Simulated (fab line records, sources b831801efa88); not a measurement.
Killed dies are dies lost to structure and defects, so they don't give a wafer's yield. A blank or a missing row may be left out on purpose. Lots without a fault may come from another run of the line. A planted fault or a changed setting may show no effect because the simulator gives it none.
fab line records | flow gf180mcu
record lots=5 wafers=15 last_day=33
route steps=602 shown V4@482 MIM@503
lots that met no fault: from a run of the same line without faults
start_h: hours from the record's first day to the start of the lot's first wafer shown | wait_h: hours since the lot's step before | " the same as in the row above | L1.1+2: a row that stands for several wafers | - no value, or no start given | * or withheld: withheld | < > ~ a bound
route shown NAME@n: a module of which the file shows steps, and the number in the route of the first | usual: mean/standard deviation of fault-free wafers | same: alike in all rows | chamber/n: place in a boat | sites: the reading at each site | _std_site: their standard deviation | _edge_site: outer sites' mean less inner sites' | radius_mm: how far each site lies from the wafer's centre | mask NAME#n: copy n | behind: the tool/chamber that last shaped the wafer | hold: why the lot was held/for how many hours/how that ended | device: the transistor (n, p or np) that didn't switch | end of line: the same wafers' tests at the end of the route | a step without rows: its recipe alone | killed: dies lost to structure and defects at the first sort, not the wafer's yield | map: a wafer's dies, x killed, . not, _ none there
set.NAME: the setting as run; set.NAME@STEP: as run at that earlier step | model.NAME: the simulator's own value behind a step, which no gauge read
lots at some steps of the route; a table a step, a row a wafer
services: from which hour (start_h, from the record's first day; less than 0 if before it) a tool's chamber was out of use, for how many hours, and why
## steps
# step GF_V4_DEHYDRATE_06
# recipe temp_c=200 time_s=60
# columns lot.wafer tool chamber start_h wait_h
L076.2+4+5 litho_track-01 0 567.30 10.7
L077.2+3+4 litho_track-03 0 578.60 10.1
L085.4+5+6 litho_track-01 0 639.80 9.1
L086.2+3+5 litho_track-03 0 648.49 9.6
L090.1+3+4 litho_track-03 0 677.12 9.0
# step GF_V4_HMDS_07
# recipe prime_time_s=60 prime_temp_c=120
# columns lot.wafer tool chamber start_h wait_h
L076.2+4+5 litho_track-01 0 567.45 0.1
L077.2+3+4 litho_track-03 0 578.75 0.1
L085.4+5+6 litho_track-01 0 639.95 0.1
L086.2+3+5 litho_track-03 0 648.64 0.1
L090.1+3+4 litho_track-03 0 677.27 0.1
# step GF_V4_COAT_08
# recipe resist=BARC temp_c=withheld time_s=withheld spin_rpm=withheld resist_thk_nm=withheld
# columns lot.wafer tool chamber start_h wait_h
L076.2+4+5 litho_track-01 0 567.60 0.1
L077.2+3+4 litho_track-03 0 578.90 0.1
L085.4+5+6 litho_track-01 0 640.10 0.1
L086.2+3+5 litho_track-03 0 648.79 0.1
L090.1+3+4 litho_track-03 0 677.42 0.1
# step GF_V4_COAT_09
# recipe resist=KrF spin_rpm=withheld resist_thk_nm=1000
# columns lot.wafer tool chamber start_h wait_h
L076.2+4+5 litho_track-01 0 - -
L077.2+3+4 litho_track-03 0 - -
L085.4+5+6 litho_track-01 0 - -
L086.2+3+5 litho_track-03 0 - -
L090.1+3+4 litho_track-03 0 - -
# step GF_V4_SOFTBAKE_10
# recipe temp_c=130 time_s=60 resist=KrF
# columns lot.wafer tool chamber start_h wait_h
L076.2+4+5 litho_track-01 0 - -
L077.2+3+4 litho_track-03 0 - -
L085.4+5+6 litho_track-01 0 - -
L086.2+3+5 litho_track-03 0 - -
L090.1+3+4 litho_track-03 0 - -
# step GF_V4_EXPOSE_11
# recipe mask_id=Via4 target_cd_nm=260 na=0.68 source_shape=conventional sigma_outer=0.6 dose_mj=38.49
# columns lot.wafer tool chamber start_h wait_h mask
L076.2+4+5 krf_scanner-01 0 - - Via4#0
L077.2+3+4 krf_scanner-01 0 - - Via4#0
L085.4+5+6 krf_scanner-01 0 - - Via4#0
L086.2+3+5 krf_scanner-01 0 - - Via4#0
L090.1+3+4 krf_scanner-02 0 - - Via4#0
# step GF_V4_PEB_12
# recipe peb_temp_c=135 peb_time_s=90 resist=KrF
# columns lot.wafer tool chamber start_h wait_h
L076.2+4+5 litho_track-03 0 - -
L077.2+3+4 litho_track-03 0 - -
L085.4+5+6 litho_track-03 0 - -
L086.2+3+5 litho_track-03 0 - -
L090.1+3+4 litho_track-04 0 - -
# step GF_V4_DEVELOP_13
# recipe develop_time_s=60 resist=KrF dev_temp_c=21
# columns lot.wafer tool chamber start_h wait_h
L076.2+4+5 litho_track-03 0 578.45 0.2
L077.2+3+4 litho_track-03 0 590.00 0.2
L085.4+5+6 litho_track-03 0 650.99 0.1
L086.2+3+5 litho_track-03 0 658.74 0.2
L090.1+3+4 litho_track-04 0 687.35 0.2
# step GF_V4_CD_MEAS_14
# recipe target_cd_nm=260
# usual cd_nm=259.6/1.1
# columns lot.wafer tool chamber start_h wait_h cd_nm
L076.2 cd_sem-01 - 578.59 0.1 259.3
L076.4 " - " " 260.0
L076.5 " - " " 260.2
L077.2 cd_sem-01 - 590.14 0.1 259.9
L077.3 " - " " 258.5
L077.4 " - " " 260.2
L085.4 cd_sem-01 - 651.13 0.1 256.6
L085.5 " - " " 257.7
L085.6 " - " " 258.4
L086.2 cd_sem-02 - 658.89 0.1 260.4
L086.3 " - " " 259.8
L086.5 " - " " 259.7
L090.1 cd_sem-01 - 687.50 0.1 258.4
L090.3 " - " " 260.7
L090.4 " - " " 259.4
# step GF_V4_OVL_MEAS_15
# usual V4_OVL=1/5.1
# columns lot.wafer tool chamber start_h wait_h V4_OVL[nm]
L076.2 overlay-02 - 578.70 0.1 3
L076.4 " - " " -4
L076.5 " - " " -1
L077.2 overlay-01 - 590.25 0.1 3
L077.3 " - " " 2
L077.4 " - " " -1
L085.4 overlay-02 - 651.21 0.1 1
L085.5 " - " " -1
L085.6 " - " " -3
L086.2 overlay-01 - 659.00 0.1 1
L086.3 " - " " 1
L086.5 " - " " -1
L090.1 overlay-01 - 687.62 0.1 -2
L090.3 " - " " 2
L090.4 " - " " -5
# step GF_V4_ETCH_16
# recipe chemistry=N2/H2 target_depth_a=withheld overetch_a=withheld time_s=withheld target=BARC ion_energy_ev=200 source_w=500 bias_w=100 pressure_mtorr=30 n2_flow_sccm=100 h2_flow_sccm=200
# usual drypump_motor_current_A=5.7/0.46 oes_product_au=0.855/0.0049 throttle_valve_pct=13.222/0.0091
# columns lot.wafer tool chamber start_h wait_h drypump_motor_current_A oes_product_au throttle_valve_pct
L076.2 rie_diel-01 3 578.73 0.0 5.7 0.854 13.229
L076.4 " 1 " " 5.5 0.862 13.232
L076.5 " 1 " " 5.5 0.853 13.226
L077.2 rie_diel-02 1 590.28 0.0 5.8 0.853 13.210
L077.3 " 0 " " 6.4 0.853 13.220
L077.4 " 2 " " 5.1 0.851 13.225
L085.4 rie_diel-03 0 651.23 0.0 6.6 0.854 13.220
L085.5 " 2 " " 5.6 0.850 13.230
L085.6 " 1 " " 4.8 0.853 13.218
L086.2 rie_diel-02 2 659.03 0.0 5.2 0.852 13.242
L086.3 " 1 " " 5.8 0.850 13.214
L086.5 " 2 " " 5.1 0.849 13.229
L090.1 rie_diel-01 0 687.66 0.0 5.8 0.850 13.219
L090.3 " 3 " " 5.7 0.858 13.215
L090.4 " 0 " " 5.8 0.857 13.205
# step GF_V4_ETCH_17
# recipe chemistry=C4F8/O2/Ar mask_material=KrF target=SiO2 stop_on=TiN source_w=1500 bias_w=1200 pressure_mtorr=40 c4f8_flow_sccm=withheld O2_flow_sccm=6 Ar_flow_sccm=300 time_s=withheld target_depth_a=6300
# usual oes_product_au=0.856/0.0048
# columns lot.wafer tool chamber start_h wait_h oes_product_au
L076.2 rie_diel-01 3 - - 0.859
L076.4 " 1 " " 0.861
L076.5 " 1 " " 0.854
L077.2 rie_diel-02 1 - - 0.858
L077.3 " 0 " " 0.850
L077.4 " 2 " " 0.852
L085.4 rie_diel-03 0 - - 0.854
L085.5 " 2 " " 0.866
L085.6 " 1 " " 0.856
L086.2 rie_diel-02 2 - - 0.850
L086.3 " 1 " " 0.851
L086.5 " 2 " " 0.860
L090.1 rie_diel-01 0 - - 0.864
L090.3 " 3 " " 0.862
L090.4 " 0 " " 0.858
# step GF_V4_STRIP_18
# recipe chemistry=O2/N2 power_w=1400 pressure_mtorr=1500 platen_temp_c=250 o2_flow_sccm=3000 n2_flow_sccm=300 overash_fraction=0.5
# usual drypump_motor_current_A=5.3/0.72 heater_power_w=293/25 oes_product_au=0.591/0.0053
# columns lot.wafer tool chamber start_h wait_h drypump_motor_current_A heater_power_w oes_product_au rf_hours_counter_h
L076.2 plasma_asher-02 1 578.86 - 6.5 268 0.589 48
L076.4 " 1 " " 6.6 264 0.593 -
L076.5 " 1 " " 6.5 264 0.603 -
L077.2 plasma_asher-01 0 590.41 - 6.3 315 0.587 17
L077.3 " 0 " " 6.3 319 0.590 -
L077.4 " 1 " " 4.9 296 0.593 -
L085.4 plasma_asher-04 1 651.39 - 5.2 259 0.593 -
L085.5 " 1 " " 5.1 261 0.596 -
L085.6 " 0 " " 4.7 316 0.589 -
L086.2 plasma_asher-01 1 659.15 - 4.9 291 0.596 24
L086.3 " 1 " " 4.9 298 0.592 -
L086.5 " 1 " " 4.9 300 0.589 -
L090.1 plasma_asher-04 0 687.79 - 4.7 312 0.591 105
L090.3 " 1 " " 5.1 262 0.595 -
L090.4 " 0 " " 4.7 314 0.586 -
# step GF_V4_STRIP_19
# recipe chemistry=post_etch_residue_remover time_s=1200 temp_c=72.5
# columns lot.wafer tool chamber start_h wait_h
L076.2+4+5 wet_bench-01 3 578.96 0.1
L077.2+3+4 wet_bench-01 0 590.51 0.1
L085.4+5+6 wet_bench-04 1 651.45 0.0
L086.2+3+5 wet_bench-04 0 659.25 0.1
L090.1+3+4 wet_bench-03 2 687.89 0.1
# step GF_V4_CLEAN_20
# recipe chemistry=DIW dry=n2_spin
# columns lot.wafer tool chamber start_h wait_h
L076.2+4+5 wet_bench-03 2 579.33 0.0
L077.2+3+4 wet_bench-04 3 590.85 0.0
L085.4+5+6 wet_bench-01 1 651.80 0.0
L086.2+3+5 wet_bench-03 0 659.60 0.0
L090.1+3+4 wet_bench-01 2 688.23 0.0
# step GF_V4_SPUTTER_21
# recipe material=Ti target_thk_nm=15 chamber_pressure_pa=5 power_w=2500 substrate_temp_c=200 time_s=80.02
# usual throttle_valve_pct=29.5/1.2
# columns lot.wafer tool chamber start_h wait_h throttle_valve_pct
L076.2 pvd_sputter-04 - 579.45 0.0 28.4
L076.4 " - " " 29.4
L076.5 " - " " 28.3
L077.2 pvd_sputter-03 - 590.95 0.0 28.5
L077.3 " - " " 31.2
L077.4 " - " " 29.4
L085.4 pvd_sputter-02 - 651.89 0.0 28.4
L085.5 " - " " 30.3
L085.6 " - " " 26.3
L086.2 pvd_sputter-04 - 659.70 0.0 30.7
L086.3 " - " " 29.0
L086.5 " - " " 30.8
L090.1 pvd_sputter-02 - 688.32 0.0 26.3
L090.3 " - " " 28.4
L090.4 " - " " 30.0
# step GF_V4_SPUTTER_22
# recipe material=TiN target_thk_nm=10 chamber_pressure_pa=5 power_w=4000 time_s=40
# usual throttle_valve_pct=29.6/1.2
# columns lot.wafer tool chamber start_h wait_h throttle_valve_pct
L076.2 pvd_sputter-04 - 579.51 0.0 28.4
L076.4 " - " " 29.3
L076.5 " - " " 28.2
L077.2 pvd_sputter-03 - 591.01 0.0 28.2
L077.3 " - " " 30.9
L077.4 " - " " 29.8
L085.4 pvd_sputter-02 - 651.95 0.0 28.3
L085.5 " - " " 30.3
L085.6 " - " " 26.4
L086.2 pvd_sputter-04 - 659.77 0.0 30.7
L086.3 " - " " 29.1
L086.5 " - " " 30.7
L090.1 pvd_sputter-02 - 688.38 0.0 26.7
L090.3 " - " " 28.3
L090.4 " - " " 30.0
# step GF_V4_CVD_23
# recipe material=W target_thk_nm=350 time_s=104.9 temp_c=400 pressure_torr=40
# usual heater_power_w=815/160
# columns lot.wafer tool chamber start_h wait_h heater_power_w
L076.2 cvd_w-02 0 579.55 0.0 625
L076.4 " 0 " " 617
L076.5 " 0 " " 634
L077.2 cvd_w-02 0 591.05 0.0 629
L077.3 " 0 " " 621
L077.4 " 1 " " 706
L085.4 cvd_w-01 1 652.03 0.1 906
L085.5 " 0 " " 1012
L085.6 " 1 " " 893
L086.2 cvd_w-02 0 659.81 0.0 659
L086.3 " 1 " " 715
L086.5 " 1 " " 708
L090.1 cvd_w-02 0 688.42 0.0 632
L090.3 " 1 " " 722
L090.4 " 0 " " 636
# step GF_V4_RS_MEAS_24
# recipe thk_meas_gauge=four-point-probe reads=W_of_V4_CVD_23+TiN_of_V4_SPUTTER_22+Ti_of_V4_SPUTTER_21
# usual V4_W_RS=0.325/0.0038
# columns lot.wafer tool chamber start_h wait_h V4_W_RS[ohm/sq]
L076.2 film_metro-01 - 579.68 0.1 0.329
L076.4 " - " " 0.327
L076.5 " - " " 0.328
L077.2 film_metro-01 - 591.18 0.1 0.326
L077.3 " - " " 0.329
L077.4 " - " " 0.324
L085.4 film_metro-01 - 652.17 0.1 0.326
L085.5 " - " " 0.323
L085.6 " - " " 0.328
L086.2 film_metro-04 - 659.94 0.1 0.325
L086.3 " - " " 0.325
L086.5 " - " " 0.323
L090.1 film_metro-04 - 688.53 0.1 0.327
L090.3 " - " " 0.323
L090.4 " - " " 0.326
# step GF_V4_THK_MEAS_25
# recipe thk_meas_gauge=xrf reads=W_of_V4_CVD_23
# usual V4_W_THK=352/6.1
# columns lot.wafer tool chamber start_h wait_h V4_W_THK[nm]
L076.2 film_metro-01 - 579.79 0.1 344
L076.4 " - " " 348
L076.5 " - " " 347
L077.2 film_metro-01 - 591.29 0.1 347
L077.3 " - " " 346
L077.4 " - " " 352
L085.4 film_metro-01 - 652.26 0.1 343
L085.5 " - " " 345
L085.6 " - " " 341
L086.2 film_metro-04 - 660.05 0.1 354
L086.3 " - " " 355
L086.5 " - " " 358
L090.1 film_metro-04 - 688.65 0.1 355
L090.3 " - " " 359
L090.4 " - " " 358
# step GF_V4_CMP_26
# recipe stop_on=SiO2 down_force_psi=3.5 platen_rpm=60 t_overpolish_s=15 target_thk_nm=0 pad_velocity_m_s=0.94248
# usual motor_current_A=11.0/0.87 overpolish_run_s=15.000/0.01 retaining_ring_pressure_frac=1.000/0.0051 time_to_endpoint_s=84/4.5
# columns lot.wafer tool chamber start_h wait_h motor_current_A overpolish_run_s retaining_ring_pressure_frac time_to_endpoint_s
L076.4 cmp-02 3 579.84 0.0 10.2 15.002 1.002 75
L076.2 " 1 " " 11.6 15.007 0.997 81
L076.5 " 0 " " 10.8 14.992 1.002 87
L077.4 cmp-02 1 591.34 0.0 11.5 15.004 0.996 85
L077.2 " 2 " " 11.9 15.010 0.999 83
L077.3 " 3 " " 9.3 14.994 0.992 78
L085.4 cmp-02 3 652.29 0.0 9.9 15.011 1.003 79
L085.6 " 3 " " 9.9 14.998 1.005 77
L085.5 " 0 " " 10.7 14.998 0.997 88
L086.3 cmp-01 3 660.10 0.0 11.8 14.998 1.001 88
L086.2 " 0 " " 11.9 15.004 0.998 89
L086.5 " 3 " " 11.7 15.007 1.003 90
L090.3 cmp-02 2 688.71 0.0 12.4 15.018 1.003 84
L090.1 " 0 " " 10.3 15.000 1.004 90
L090.4 " 1 " " 11.4 15.006 1.001 85
# step GF_MIM_SPUTTER_00
# recipe material=Ti target_thk_nm=37.5 arriving_ion_energy_ev=80 substrate_temp_c=200 chamber_pressure_pa=2 power_w=4000 time_s=150
# usual throttle_valve_pct=29.8/1.2
# columns lot.wafer tool chamber start_h wait_h throttle_valve_pct
L076.2 pvd_sputter-01 - 580.14 0.1 31.4
L076.4 " - " " 29.9
L076.5 " - " " 31.1
L077.2 pvd_sputter-02 - 591.64 0.2 30.3
L077.3 " - " " 26.8
L077.4 " - " " 29.9
L085.4 pvd_sputter-03 - 652.59 0.2 30.9
L085.5 " - " " 28.6
L085.6 " - " " 29.4
L086.2 pvd_sputter-02 - 660.40 0.2 29.9
L086.3 " - " " 28.1
L086.5 " - " " 29.7
L090.1 pvd_sputter-03 - 689.01 0.1 31.3
L090.3 " - " " 29.5
L090.4 " - " " 28.7
# step GF_MIM_SPUTTER_01
# recipe material=TiN target_thk_nm=30 power_w=6500 time_s=24.31 chamber_pressure_pa=0.4
# usual throttle_valve_pct=29.8/1.2
# columns lot.wafer tool chamber start_h wait_h throttle_valve_pct
L076.2 pvd_sputter-01 - 580.24 0.1 31.1
L076.4 " - " " 29.9
L076.5 " - " " 31.1
L077.2 pvd_sputter-02 - 591.74 0.1 30.3
L077.3 " - " " 26.2
L077.4 " - " " 30.0
L085.4 pvd_sputter-03 - 652.69 0.1 31.1
L085.5 " - " " 28.7
L085.6 " - " " 29.4
L086.2 pvd_sputter-02 - 660.50 0.1 30.1
L086.3 " - " " 28.5
L086.5 " - " " 29.9
L090.1 pvd_sputter-03 - 689.11 0.1 31.0
L090.3 " - " " 29.6
L090.4 " - " " 28.7
# step GF_MIM_SPUTTER_02
# recipe material=AlCu target_thk_nm=450 power_w=10600 time_s=23.9 chamber_pressure_pa=0.4
# usual throttle_valve_pct=29.8/1.2
# columns lot.wafer tool chamber start_h wait_h throttle_valve_pct
L076.2 pvd_sputter-01 - 580.27 0.0 31.2
L076.4 " - " " 30.0
L076.5 " - " " 31.2
L077.2 pvd_sputter-02 - 591.77 0.0 30.2
L077.3 " - " " 26.3
L077.4 " - " " 30.0
L085.4 pvd_sputter-03 - 652.72 0.0 30.8
L085.5 " - " " 28.5
L085.6 " - " " 29.7
L086.2 pvd_sputter-02 - 660.53 0.0 30.1
L086.3 " - " " 28.5
L086.5 " - " " 29.9
L090.1 pvd_sputter-03 - 689.14 0.0 31.3
L090.3 " - " " 29.8
L090.4 " - " " 28.6
# step GF_MIM_SPUTTER_03
# recipe material=Ti target_thk_nm=10 substrate_temp_c=300 chamber_pressure_pa=0.3 power_w=3000 time_s=6.7
# usual throttle_valve_pct=29.8/1.2
# columns lot.wafer tool chamber start_h wait_h throttle_valve_pct
L076.2 pvd_sputter-01 - 580.30 0.0 31.1
L076.4 " - " " 29.8
L076.5 " - " " 31.2
L077.2 pvd_sputter-02 - 591.80 0.0 30.3
L077.3 " - " " 26.6
L077.4 " - " " 29.9
L085.4 pvd_sputter-03 - 652.75 0.0 31.0
L085.5 " - " " 28.8
L085.6 " - " " 29.6
L086.2 pvd_sputter-02 - 660.56 0.0 29.9
L086.3 " - " " 28.3
L086.5 " - " " 29.8
L090.1 pvd_sputter-03 - 689.17 0.0 31.0
L090.3 " - " " 29.6
L090.4 " - " " 28.8
# step GF_MIM_SPUTTER_04
# recipe material=TiN target_thk_nm=50 power_w=6500 time_s=41.7 chamber_pressure_pa=0.4
# usual throttle_valve_pct=29.7/1.2
# columns lot.wafer tool chamber start_h wait_h throttle_valve_pct
L076.2 pvd_sputter-01 - 580.32 0.0 31.3
L076.4 " - " " 29.6
L076.5 " - " " 31.2
L077.2 pvd_sputter-02 - 591.82 0.0 30.2
L077.3 " - " " 26.2
L077.4 " - " " 29.9
L085.4 pvd_sputter-03 - 652.77 0.0 30.9
L085.5 " - " " 28.7
L085.6 " - " " 29.7
L086.2 pvd_sputter-02 - 660.58 0.0 30.2
L086.3 " - " " 28.6
L086.5 " - " " 30.0
L090.1 pvd_sputter-03 - 689.19 0.0 31.0
L090.3 " - " " 29.6
L090.4 " - " " 28.3
# step GF_MIM_CVD_05
# recipe material=Si3N4 target_thk_nm=42 temp_max_c=400 temp_c=385 time_s=29.086 rf_w=450
# usual heater_power_w=637/88
# columns lot.wafer tool chamber start_h wait_h heater_power_w
L076.2 pecvd-04 0 580.36 0.0 438
L076.4 " 2 " " 543
L076.5 " 1 " " 572
L077.2 pecvd-04 0 591.86 0.0 441
L077.3 " 2 " " 530
L077.4 " 0 " " 450
L085.4 pecvd-01 2 652.83 0.0 628
L085.5 " 0 " " 682
L085.6 " 1 " " 728
L086.2 pecvd-01 2 660.62 0.0 705
L086.3 " 1 " " 629
L086.5 " 1 " " 645
L090.1 pecvd-01 2 689.23 0.0 730
L090.3 " 0 " " 664
L090.4 " 0 " " 656
# step GF_MIM_THK_MEAS_06
# recipe reads=Si3N4_of_MIM_CVD_05
# usual MIM_CVD_05_THK=41.8/0.69
# columns lot.wafer tool chamber start_h wait_h MIM_CVD_05_THK[nm]
L076.2 film_metro-02 - 580.40 0.0 41.2
L076.4 " - " " 43.1
L076.5 " - " " 42.8
L077.2 film_metro-02 - 591.90 0.0 41.2
L077.3 " - " " 42.4
L077.4 " - " " 41.8
L085.4 film_metro-04 - 652.87 0.0 41.9
L085.5 " - " " 41.8
L085.6 " - " " 42.3
L086.2 film_metro-02 - 660.66 0.0 41.2
L086.3 " - " " 41.7
L086.5 " - " " 42.3
L090.1 film_metro-04 - 689.27 0.0 41.5
L090.3 " - " " 41.4
L090.4 " - " " 41.7
# step GF_MIM_SPUTTER_07
# recipe material=TiN target_thk_nm=60 power_w=6500 time_s=50 chamber_pressure_pa=0.4
# usual throttle_valve_pct=29.6/1.4
# columns lot.wafer tool chamber start_h wait_h throttle_valve_pct
L076.2 pvd_sputter-02 - 580.45 0.0 29.9
L076.4 " - " " 28.4
L076.5 " - " " 30.2
L077.2 pvd_sputter-01 - 591.95 0.0 29.8
L077.3 " - " " 29.9
L077.4 " - " " 30.9
L085.4 pvd_sputter-01 - 652.90 0.0 31.2
L085.5 " - " " 29.9
L085.6 " - " " 30.9
L086.2 pvd_sputter-01 - 660.71 0.0 29.6
L086.3 " - " " 31.3
L086.5 " - " " 31.2
L090.1 pvd_sputter-02 - 689.33 0.1 26.5
L090.3 " - " " 29.8
L090.4 " - " " 28.4
# step GF_MIM_SPUTTER_08
# recipe material=AlCu target_thk_nm=200 power_w=10600 time_s=10.6 chamber_pressure_pa=0.4
# usual throttle_valve_pct=29.6/1.4
# columns lot.wafer tool chamber start_h wait_h throttle_valve_pct
L076.2 pvd_sputter-02 - 580.50 0.0 30.0
L076.4 " - " " 28.1
L076.5 " - " " 30.3
L077.2 pvd_sputter-01 - 592.00 0.0 30.0
L077.3 " - " " 29.7
L077.4 " - " " 31.0
L085.4 pvd_sputter-01 - 652.95 0.0 31.2
L085.5 " - " " 30.0
L085.6 " - " " 31.1
L086.2 pvd_sputter-01 - 660.76 0.0 29.7
L086.3 " - " " 31.1
L086.5 " - " " 31.2
L090.1 pvd_sputter-02 - 689.37 0.0 26.6
L090.3 " - " " 29.8
L090.4 " - " " 28.4
# step GF_MIM_SPUTTER_09
# recipe material=TiN target_thk_nm=35 power_w=6500 time_s=29.2 chamber_pressure_pa=0.4
# usual throttle_valve_pct=29.6/1.4
# columns lot.wafer tool chamber start_h wait_h throttle_valve_pct
L076.2 pvd_sputter-02 - 580.52 0.0 30.0
L076.4 " - " " 28.5
L076.5 " - " " 30.1
L077.2 pvd_sputter-01 - 592.02 0.0 29.8
L077.3 " - " " 29.7
L077.4 " - " " 31.0
L085.4 pvd_sputter-01 - 652.97 0.0 31.2
L085.5 " - " " 29.9
L085.6 " - " " 31.2
L086.2 pvd_sputter-01 - 660.78 0.0 29.7
L086.3 " - " " 31.4
L086.5 " - " " 31.1
L090.1 pvd_sputter-02 - 689.39 0.0 26.6
L090.3 " - " " 30.0
L090.4 " - " " 28.4
# step GF_MIM_RS_MEAS_10
# recipe thk_meas_gauge=four-point-probe reads=TiN_of_MIM_SPUTTER_09+AlCu_of_MIM_SPUTTER_08+TiN_of_MIM_SPUTTER_07
# usual MIM_ALCU_RS=0.1597/0.0019
# columns lot.wafer tool chamber start_h wait_h MIM_ALCU_RS[ohm/sq]
L076.2 film_metro-02 - 580.57 0.0 0.1587
L076.4 " - " " 0.1616
L076.5 " - " " 0.1586
L077.2 film_metro-04 - 592.07 0.0 0.1605
L077.3 " - " " 0.1593
L077.4 " - " " 0.1607
L085.4 film_metro-03 - 653.06 0.1 0.1583
L085.5 " - " " 0.1578
L085.6 " - " " 0.1593
L086.2 film_metro-03 - 660.83 0.0 0.1560
L086.3 " - " " 0.1596
L086.5 " - " " 0.1582
L090.1 film_metro-04 - 689.43 0.0 0.1597
L090.3 " - " " 0.1603
L090.4 " - " " 0.1601
# step GF_MIM_THK_MEAS_11
# recipe thk_meas_gauge=xrf reads=AlCu_of_MIM_SPUTTER_08
# usual MIM_ALCU_THK=199.3/2.7
# columns lot.wafer tool chamber start_h wait_h MIM_ALCU_THK[nm]
L076.2 film_metro-02 - 580.68 0.1 199.9
L076.4 " - " " 196.1
L076.5 " - " " 200.0
L077.2 film_metro-04 - 592.18 0.1 198.8
L077.3 " - " " 200.7
L077.4 " - " " 198.7
L085.4 film_metro-03 - 653.15 0.1 200.9
L085.5 " - " " 201.8
L085.6 " - " " 199.6
L086.2 film_metro-03 - 660.94 0.1 203.7
L086.3 " - " " 198.9
L086.5 " - " " 200.7
L090.1 film_metro-04 - 689.55 0.1 200.1
L090.3 " - " " 198.9
L090.4 " - " " 198.7
# step GF_MIM_DEHYDRATE_12
# recipe temp_c=200 time_s=60
# columns lot.wafer tool chamber start_h wait_h
L076.2+4+5 litho_track-02 0 590.78 10.1
L077.2+3+4 litho_track-03 0 602.05 9.9
L085.4+5+6 litho_track-03 0 662.29 9.1
L086.2+3+5 litho_track-03 0 669.69 8.7
L090.1+3+4 litho_track-02 0 698.20 8.6
# step GF_MIM_HMDS_13
# recipe prime_time_s=60 prime_temp_c=120
# columns lot.wafer tool chamber start_h wait_h
L076.2+4+5 litho_track-02 0 590.93 0.1
L077.2+3+4 litho_track-03 0 602.20 0.1
L085.4+5+6 litho_track-03 0 662.44 0.1
L086.2+3+5 litho_track-03 0 669.84 0.1
L090.1+3+4 litho_track-02 0 698.35 0.1
# step GF_MIM_COAT_14
# recipe resist=NOVOLAK spin_rpm=3000 resist_thk_nm=1000
# columns lot.wafer tool chamber start_h wait_h
L076.2+4+5 litho_track-02 0 591.08 0.1
L077.2+3+4 litho_track-03 0 602.35 0.1
L085.4+5+6 litho_track-03 0 662.59 0.1
L086.2+3+5 litho_track-03 0 669.99 0.1
L090.1+3+4 litho_track-02 0 698.50 0.1
# step GF_MIM_SOFTBAKE_15
# recipe temp_c=90 time_s=60 resist=NOVOLAK
# columns lot.wafer tool chamber start_h wait_h
L076.2+4+5 litho_track-02 0 591.23 0.1
L077.2+3+4 litho_track-03 0 602.50 0.1
L085.4+5+6 litho_track-03 0 662.74 0.1
L086.2+3+5 litho_track-03 0 670.14 0.1
L090.1+3+4 litho_track-02 0 698.65 0.1
# step GF_MIM_EXPOSE_16
# recipe mask_id=FuseTop target_cd_nm=2000 na=0.6 source_shape=conventional sigma_outer=0.6 dose_mj=140
# columns lot.wafer tool chamber start_h wait_h mask
L076.2+4+5 iline_stepper-01 0 - - FuseTop#0
L077.2+3+4 iline_stepper-01 0 - - FuseTop#0
L085.4+5+6 iline_stepper-01 0 - - FuseTop#0
L086.2+3+5 iline_stepper-01 0 - - FuseTop#0
L090.1+3+4 iline_stepper-01 0 - - FuseTop#0
# step GF_MIM_PEB_17
# recipe temp_c=withheld time_s=* resist=NOVOLAK
# columns lot.wafer tool chamber start_h wait_h
L076.2+4+5 litho_track-04 0 - -
L077.2+3+4 litho_track-03 0 - -
L085.4+5+6 litho_track-02 0 - -
L086.2+3+5 litho_track-03 0 - -
L090.1+3+4 litho_track-04 0 - -
# step GF_MIM_DEVELOP_18
# recipe develop_time_s=60 dev_temp_c=23
# columns lot.wafer tool chamber start_h wait_h
L076.2+4+5 litho_track-04 0 601.58 0.1
L077.2+3+4 litho_track-03 0 612.90 0.1
L085.4+5+6 litho_track-02 0 672.83 0.1
L086.2+3+5 litho_track-03 0 679.89 0.1
L090.1+3+4 litho_track-04 0 707.15 0.1
# step GF_MIM_METAL_ETCH_19
# recipe chemistry=Cl2/BCl3 mask_material=NOVOLAK stop_on=Si3N4 target_depth_nm=324.5 pressure_mtorr=8 icp_w=800 bias_w=140 Cl2_flow_sccm=80 bcl3_flow_sccm=40 time_s=54.1
# usual drypump_motor_current_A=5.4/0.51 oes_product_au=0.943/0.0067 throttle_valve_pct=28.281/0.011
# columns lot.wafer tool chamber start_h wait_h drypump_motor_current_A oes_product_au rf_hours_counter_h throttle_valve_pct
L076.2 rie_metal-03 0 601.70 0.1 4.7 0.947 9 28.263
L076.4 " 0 " " 4.7 0.938 - 28.294
L076.5 " 1 " " 5.9 0.946 - 28.266
L077.2 rie_metal-03 0 613.02 0.1 4.7 0.931 10 28.268
L077.3 " 1 " " 5.9 0.942 - 28.289
L077.4 " 0 " " 4.7 0.943 - 28.289
L085.4 rie_metal-01 0 672.93 0.1 6.5 0.954 - 28.272
L085.5 " 1 " " 5.2 0.945 - 28.283
L085.6 " 0 " " 6.5 0.942 - 28.239
L086.2 rie_metal-03 1 680.02 0.1 5.9 0.943 4 28.274
L086.3 " 1 " " 5.9 0.946 - 28.272
L086.5 " 0 " " 4.7 0.949 - 28.285
L090.1 rie_metal-02 1 707.30 0.1 5.3 0.947 13 28.281
L090.3 " 1 " " 5.3 0.946 - 28.287
L090.4 " 0 " " 5.4 0.934 - 28.293
## services
# columns tool chamber start_h hours kind
wet_bench-01 - 548.21 1.9 pm
pecvd-04 - 550.89 1.3 repair
rie_diel-02 1 552.64 3.1 repair
pecvd-01 - 556.28 0.5 repair
rie_diel-03 - 562.90 0.9 repair
cvd_w-02 - 567.60 0.2 repair
rie_diel-03 1 570.82 14.4 repair
iline_stepper-01 - 588.48 1.7 pm
pvd_sputter-03 - 600.52 3.6 repair
iline_stepper-01 - 611.29 4.4 pm
rie_metal-03 0 624.65 2.6 repair
cmp-02 - 632.04 4.0 pm
plasma_asher-04 - 634.19 2.5 repair
rie_metal-03 0 639.35 8.0 repair
cvd_w-02 - 640.46 6.0 pm
pvd_sputter-03 - 644.63 0.8 repair
krf_scanner-01 - 657.28 1.0 pm
rie_diel-01 0 659.75 9.6 repair
rie_diel-02 2 673.15 11.3 repair
krf_scanner-01 - 674.54 1.3 pm
krf_scanner-01 - 675.95 6.3 repair
rie_diel-01 1 677.73 25.7 repair
pvd_sputter-03 - 696.55 4.2 repair
cmp-02 - 697.80 1.0 repair
## key
fault none
